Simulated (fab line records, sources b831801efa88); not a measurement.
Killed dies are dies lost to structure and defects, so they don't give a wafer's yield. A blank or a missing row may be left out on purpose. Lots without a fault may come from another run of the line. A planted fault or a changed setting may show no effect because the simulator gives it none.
A struck lot beside a sound one | flow sky130 | 14 steps out of a route of 708
Sound: wafers L335.1, L335.2, L335.6. Struck: wafers L345.2, L345.5, L345.6. The cause comes at the end.
At each step with rows: each side's tool, then ch and its chambers, then its first start. Under that, the readings that differ: sound wafers | struck wafers | difference of the means | sigmas: that difference in standard deviations of wafers without a fault.
alike: readings whose means differ by less than 2 such deviations, and words and numbers that are the same on both sides. not compared: withheld readings, readings that some wafer has no value for, bounds like >300 that may hide the same value, and numbers for which the record gives no deviation and whose values overlap.
The two part at a step that has a row with sigmas, a row that says differs or no value, or rows on one side only. Numbers that don't overlap but have no deviation are shown without sigmas and don't part them. A reading that every wafer of one side lacks parts them only if that side has two wafers or more.

SKY_METAL1_SPUTTER_02: material AlCu, target thk 250 nm, time 13.3 s.
  sound on pvd_sputter-04, day 35 04:00; struck on pvd_sputter-03, day 37 12:56
  reading                | sound          | struck         | difference | sigmas
  throttle_valve_pct (%) | 26.9 29.5 27.1 | 29.3 30.1 29.4 | +1.8       | +2
SKY_METAL1_SPUTTER_03: material Ti, target thk 5 nm, time 3.3 s.
  sound on pvd_sputter-04, day 35 04:02; struck on pvd_sputter-03, day 37 12:57
  alike: throttle_valve_pct
SKY_METAL1_SPUTTER_04: material TiN, target thk 70 nm, time 58.3 s.
  sound on pvd_sputter-04, day 35 04:03; struck on pvd_sputter-03, day 37 12:58
  alike: throttle_valve_pct
SKY_METAL1_RS_MEAS_05: measures by four-point-probe.
  sound on film_metro-02, day 35 04:06; struck on film_metro-04, day 37 13:02
  reading                 | sound                | struck               | difference | sigmas
  METAL1_ALCU_RS (ohm/sq) | 0.1279 0.1273 0.1275 | 0.1241 0.1244 0.1246 | -0.0032    | -3
SKY_METAL1_THK_MEAS_06: measures by xrf.
  sound on film_metro-02, day 35 04:13; struck on film_metro-04, day 37 13:09
  reading              | sound             | struck            | difference | sigmas
  METAL1_ALCU_THK (nm) | 252.7 254.4 252.9 | 262.3 260.6 260.9 | +7.9       | +3
then, 7 steps without rows for these wafers: SKY_METAL1_DEHYDRATE_07 (time 60 s); SKY_METAL1_HMDS_08 (prime time 60 s); SKY_METAL1_COAT_09 (resist thk 60 nm); SKY_METAL1_COAT_10 (resist thk 450 nm); SKY_METAL1_SOFTBAKE_11 (time 90 s); SKY_METAL1_EXPOSE_12 (exposes mask MM1, target cd 140 nm); SKY_METAL1_PEB_13.
SKY_METAL1_DEVELOP_14: develop time 60 s.
  sound on litho_track-04 ch 0, day 36 06:00; struck on litho_track-02, day 38 15:00
  no value came back on the struck wafers for chill_plate_temp_C (C), develop_time_s (s), exhaust_pa (Pa); on the sound wafers chill_plate_temp_C (C) reads 22.99 22.96 23.15
  reading                                       | sound             | struck            | difference | sigmas
  model.KrF-thick_of_METAL1_COAT_10.thk_nm (nm) | 435.8 435.5 436.2 | 449.8 450.1 451.2 | +14.5      |
SKY_METAL1_CD_MEAS_15: target cd 140 nm.
  sound on cd_sem-02, day 36 06:38; struck on cd_sem-01, day 38 15:10
  reading    | sound             | struck | difference                    | sigmas
  cd_nm (nm) | 137.8 137.5 137.8 | - - -  | no value on the struck wafers |

WHERE THEY PART
First at SKY_METAL1_SPUTTER_02; last, within this record, at SKY_METAL1_CD_MEAS_15.

WHY: what the simulator had put in
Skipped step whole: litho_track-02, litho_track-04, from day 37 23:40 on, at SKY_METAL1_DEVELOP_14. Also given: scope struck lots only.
